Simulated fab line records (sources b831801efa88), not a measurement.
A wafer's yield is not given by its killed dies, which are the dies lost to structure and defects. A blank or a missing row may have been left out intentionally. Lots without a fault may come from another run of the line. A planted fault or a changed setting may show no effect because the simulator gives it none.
What tool caused it? / flow sky130 / 13 lots, 39 wafers sampled, at 4 steps of a route of 708

## WHAT THE GAUGES READ, wafer by wafer
SKY_VT_ADJUST_NCORE_TW_MEAS_11. Usual: for VT_ADJUST_NCORE_TW the level is 219.0 and the standard deviation is 1.6.
lot=L309; measured=day 8 13:32; on=film metro-03; VT_ADJUST_NCORE_TW=218.2 218.5 216.8; flag=
lot=L310; measured=day 8 23:33; on=film metro-02; VT_ADJUST_NCORE_TW=219.2 219.2 218.8; flag=
lot=L311; measured=day 9 09:58; on=film metro-03; VT_ADJUST_NCORE_TW=217.8 218.5 217.8; flag=
lot=L312; measured=day 9 12:53; on=film metro-03; VT_ADJUST_NCORE_TW=217.4 217.6 216.9; flag=
lot=L313; measured=day 9 17:20; on=film metro-03; VT_ADJUST_NCORE_TW=218.1 218.6 218.5; flag=
lot=L315; measured=day 10 09:49; on=film metro-03; VT_ADJUST_NCORE_TW=218.9 217.5 218.9; flag=
lot=L316; measured=day 10 20:45; on=film metro-02; VT_ADJUST_NCORE_TW=218.6 220.9 221.6; flag=
lot=L317; measured=day 10 23:52; on=film metro-04; VT_ADJUST_NCORE_TW=220.7 220.8 221.2; flag=
lot=L318; measured=day 11 09:19; on=film metro-04; VT_ADJUST_NCORE_TW=219.9 219.1 219.1; flag=
lot=L320; measured=day 11 20:41; on=film metro-03; VT_ADJUST_NCORE_TW=216.3 216.9 218.3; flag=
lot=L321; measured=day 12 04:17; on=film metro-02; VT_ADJUST_NCORE_TW=221.5 221.5 220.1; flag=
lot=L326; measured=day 13 15:36; on=film metro-02; VT_ADJUST_NCORE_TW=220.5 219.5 220.8; flag=
lot=L330; measured=day 14 22:31; on=film metro-03; VT_ADJUST_NCORE_TW=216.8 217.9 217.3; flag=

SKY_POLY_CUT_CD_MEAS_08 targets a cd of 270 nm. Usual: cd nm at 270.1 nm, with a standard deviation of 1.3.
lot=L309; measured=day 24 06:16; on=cd sem-02; cd nm (nm)=270.6 270.2 270.8; flag=
lot=L310; measured=day 24 23:28; on=cd sem-02; cd nm (nm)=271.0 271.7 270.6; flag=
lot=L311; measured=day 25 07:48; on=cd sem-01; cd nm (nm)=267.3 267.8 267.1; flag=
lot=L312; measured=day 25 23:15; on=cd sem-02; cd nm (nm)=269.5 269.3 268.0; flag=
lot=L313; measured=day 26 00:57; on=cd sem-02; cd nm (nm)=268.3 267.7 270.1; flag=
lot=L315; measured=day 26 18:50; on=cd sem-02; cd nm (nm)=269.7 268.9 270.2; flag=
lot=L316; measured=day 27 06:25; on=cd sem-02; cd nm (nm)=270.7 271.2 270.3; flag=
lot=L317; measured=day 27 05:29; on=cd sem-01; cd nm (nm)=271.9 271.3 272.2; flag=
lot=L318; measured=day 27 20:03; on=cd sem-02; cd nm (nm)=269.8 268.6 269.2; flag=
lot=L320; measured=day 28 06:48; on=cd sem-02; cd nm (nm)=268.8 268.8 268.8; flag=
lot=L321; measured=day 28 18:36; on=cd sem-01; cd nm (nm)=268.9 267.9 269.1; flag=
lot=L326; measured=day 30 10:18; on=cd sem-01; cd nm (nm)=270.8 269.5 269.6; flag=
lot=L330; measured=day 31 23:40; on=cd sem-01; cd nm (nm)=270.4 268.7 271.2; flag=

## WHAT TOOL EACH LOT RAN ON (gives the tool, then ch and the chambers of the sampled wafers, and finally the start)
lot=L309; SKY_FIELD_ISO_ETCH_14=rie diel-04 ch 2,3, day 2 05:50; SKY_NWELL_IMPLANT_24=implanter-04 ch 0, day 5 08:05
lot=L310; SKY_FIELD_ISO_ETCH_14=rie diel-02 ch 0,2, day 2 10:20; SKY_NWELL_IMPLANT_24=implanter-03 ch 0, day 5 15:19
lot=L311; SKY_FIELD_ISO_ETCH_14=rie diel-02 ch 0,2, day 2 15:20; SKY_NWELL_IMPLANT_24=implanter-04 ch 0, day 5 23:47
lot=L312; SKY_FIELD_ISO_ETCH_14=rie diel-03 ch 0,1,2, day 2 20:14; SKY_NWELL_IMPLANT_24=implanter-02 ch 0, day 6 03:35
lot=L313; SKY_FIELD_ISO_ETCH_14=rie diel-04 ch 0,1, day 3 00:35; SKY_NWELL_IMPLANT_24=implanter-03 ch 0, day 6 07:35
lot=L315; SKY_FIELD_ISO_ETCH_14=rie diel-02 ch 0,1,3, day 3 14:29; SKY_NWELL_IMPLANT_24=implanter-04 ch 0, day 6 20:04
lot=L316; SKY_FIELD_ISO_ETCH_14=rie diel-02 ch 1,2,3, day 3 19:59; SKY_NWELL_IMPLANT_24=implanter-02 ch 0, day 7 05:49
lot=L317; SKY_FIELD_ISO_ETCH_14=rie diel-02 ch 1,3, day 4 00:17; SKY_NWELL_IMPLANT_24=implanter-03 ch 0, day 7 07:59
lot=L318; SKY_FIELD_ISO_ETCH_14=rie diel-02 ch 1,2, day 4 05:32; SKY_NWELL_IMPLANT_24=implanter-03 ch 0, day 7 16:29
lot=L320; SKY_FIELD_ISO_ETCH_14=rie diel-02 ch 0,1,2, day 4 14:11; SKY_NWELL_IMPLANT_24=implanter-04 ch 0, day 8 00:55
lot=L321; SKY_FIELD_ISO_ETCH_14=rie diel-02 ch 2,3, day 4 20:20; SKY_NWELL_IMPLANT_24=implanter-02 ch 0, day 8 06:55
lot=L326; SKY_FIELD_ISO_ETCH_14=rie diel-02 ch 0,1,3, day 5 20:47; SKY_NWELL_IMPLANT_24=implanter-02 ch 0, day 9 14:26
lot=L330; SKY_FIELD_ISO_ETCH_14=rie diel-02 ch 0,1,2, day 6 19:38; SKY_NWELL_IMPLANT_24=implanter-02 ch 0, day 10 16:55
- SKY_FIELD_ISO_ETCH_14: etches BARC in N2/H2, stops on SiO2, time 45.9 s, target depth 60 nm.
- SKY_NWELL_IMPLANT_24

## WHAT THE TOOLS THEMSELVES READ (means of the sampled wafers that have a number; where no wafer has one, the mark that the record gives instead)
SKY_FIELD_ISO_ETCH_14. Usual: drypump motor current A 5.93 A, standard deviation 0.24; oes product au 0.856 a.u., standard deviation 0.0049; throttle valve pct 13.225 %, standard deviation 0.0086.
lot=L309; tool=rie diel-04; drypump motor current A (A)=5.90; oes product au (a.u.)=0.848; throttle valve pct (%)=13.222; flag=
lot=L310; tool=rie diel-02; drypump motor current A (A)=5.74; oes product au (a.u.)=0.852; throttle valve pct (%)=13.220; flag=
lot=L311; tool=rie diel-02; drypump motor current A (A)=5.72; oes product au (a.u.)=0.853; throttle valve pct (%)=13.217; flag=
lot=L312; tool=rie diel-03; drypump motor current A (A)=6.21; oes product au (a.u.)=0.858; throttle valve pct (%)=13.230; flag=
lot=L313; tool=rie diel-04; drypump motor current A (A)=5.94; oes product au (a.u.)=0.855; throttle valve pct (%)=13.241; flag=
lot=L315; tool=rie diel-02; drypump motor current A (A)=5.96; oes product au (a.u.)=0.853; throttle valve pct (%)=13.233; flag=
lot=L316; tool=rie diel-02; drypump motor current A (A)=5.97; oes product au (a.u.)=0.854; throttle valve pct (%)=13.220; flag=
lot=L317; tool=rie diel-02; drypump motor current A (A)=6.06; oes product au (a.u.)=0.858; throttle valve pct (%)=13.231; flag=
lot=L318; tool=rie diel-02; drypump motor current A (A)=5.90; oes product au (a.u.)=0.853; throttle valve pct (%)=13.231; flag=
lot=L320; tool=rie diel-02; drypump motor current A (A)=5.82; oes product au (a.u.)=0.858; throttle valve pct (%)=13.221; flag=
lot=L321; tool=rie diel-02; drypump motor current A (A)=5.89; oes product au (a.u.)=0.859; throttle valve pct (%)=13.222; flag=
lot=L326; tool=rie diel-02; drypump motor current A (A)=5.95; oes product au (a.u.)=0.856; throttle valve pct (%)=13.226; flag=
lot=L330; tool=rie diel-02; drypump motor current A (A)=5.81; oes product au (a.u.)=0.857; throttle valve pct (%)=13.219; flag=

SKY_NWELL_IMPLANT_24. Usual: beam energy keV 139.99, standard deviation 0.039; beam on s 10.00 s, standard deviation 0.22.
lot=L309; tool=implanter-04; beam energy keV=139.96; beam on s (s)=10.10; flag=
lot=L310; tool=implanter-03; beam energy keV=139.97; beam on s (s)=9.94; flag=
lot=L311; tool=implanter-04; beam energy keV=139.98; beam on s (s)=10.06; flag=
lot=L312; tool=implanter-02; beam energy keV=140.00; beam on s (s)=9.97; flag=
lot=L313; tool=implanter-03; beam energy keV=139.99; beam on s (s)=9.81; flag=
lot=L315; tool=implanter-04; beam energy keV=140.02; beam on s (s)=10.00; flag=
lot=L316; tool=implanter-02; beam energy keV=140.04; beam on s (s)=9.95; flag=
lot=L317; tool=implanter-03; beam energy keV=140.04; beam on s (s)=10.24; flag=
lot=L318; tool=implanter-03; beam energy keV=139.98; beam on s (s)=10.18; flag=
lot=L320; tool=implanter-04; beam energy keV=139.99; beam on s (s)=10.20; flag=
lot=L321; tool=implanter-02; beam energy keV=140.02; beam on s (s)=10.23; flag=
lot=L326; tool=implanter-02; beam energy keV=127.19; beam on s (s)=10.03; flag=OFF
lot=L330; tool=implanter-02; beam energy keV=127.26; beam on s (s)=9.82; flag=OFF

## THE ANSWER, worked out from the rows above alone
Rule: take the mean of a lot's wafers that have a number; if it is more than 3 standard deviations from the usual mean, the lot is off. Also off: a lot with no number at a reading for which 4 or more lots have one. Any other lot the step has rows for is counted as sound. Order of review: gauges by route order, followed by the tools' own readings, for which a lot's mean as printed above is used. The first step at which some lot is off is used, and at that step the reading that is off furthest; a lot without a number counts as furthest.
Off at SKY_NWELL_IMPLANT_24 (beam energy keV): L326, L330.
A tool fits if, at that step or a process step before it, it ran every lot that is off, and no sound lot after the first of them. 2 tools fit, rie diel-02 at SKY_FIELD_ISO_ETCH_14 and implanter-02 at SKY_NWELL_IMPLANT_24, so this cannot tell which one it is.

## WHAT THE SIMULATOR PUT IN
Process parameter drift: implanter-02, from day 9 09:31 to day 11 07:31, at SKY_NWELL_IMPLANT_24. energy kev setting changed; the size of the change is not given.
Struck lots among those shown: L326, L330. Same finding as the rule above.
